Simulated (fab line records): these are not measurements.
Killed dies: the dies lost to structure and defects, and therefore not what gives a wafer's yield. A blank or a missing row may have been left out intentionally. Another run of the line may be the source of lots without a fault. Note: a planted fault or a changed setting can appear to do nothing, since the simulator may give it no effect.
Which tool was responsible? + flow sky130 + route of 708 steps, sampled at 1 step: 12 lots, 36 wafers

== WHAT EACH GAUGE READ, for each wafer ==
SKY_FIELD_ISO_BOW_MEAS_00.
| lot  | measured    | on            | INCOMING_BOW (um) |
|------|-------------|---------------|-------------------|
| L075 | day 1 15:00 | film_metro-01 | 1 -1 -3           |
| L077 | day 2 01:00 | film_metro-04 | -1 11 6           |
| L079 | day 2 11:00 | film_metro-02 | 7 -1 -3           |
| L081 | day 2 21:00 | film_metro-04 | -1 -6 17          |
| L083 | day 3 07:00 | film_metro-04 | 9 -1 6            |
| L085 | day 3 17:01 | film_metro-02 | -6 -10 -3         |
| L087 | day 4 03:00 | film_metro-02 | 0 1 -12           |
| L089 | day 4 13:02 | film_metro-02 | 1 -3 -1           |
| L091 | day 4 23:01 | film_metro-01 | -10 1 0           |
| L093 | day 5 09:01 | film_metro-02 | 3 -8 -2           |
| L095 | day 5 19:01 | film_metro-01 | 21 5 -1           |
| L097 | day 6 05:00 | film_metro-01 | 5 -4 -5           |

== WHICH TOOL RAN EACH LOT (tool, then ch and the chambers of the sampled wafers, then the start) ==
The record shows no process step preceding these readings.

== THE ANSWER, worked out from the rows above alone ==
Rule: the usual values come from the lots themselves. Put in order of their means at a reading, lots are off if they are a third of the lots or fewer, leave a main group of 4 or more, and stand apart from it by a gap of 3 or more times the standard deviation of the main group's means; of several such gaps the widest counts. The tables above print the reading to a certain number of digits; a main group whose means all agree to those digits is not used. A lot without any number at a reading at which 4 lots or more have one is off too. Any other lot the step has rows for is counted as sound.
No lot is off on any of the readings shown, so nothing can be concluded from this.

== WHAT THE SIMULATOR HAD PUT IN ==
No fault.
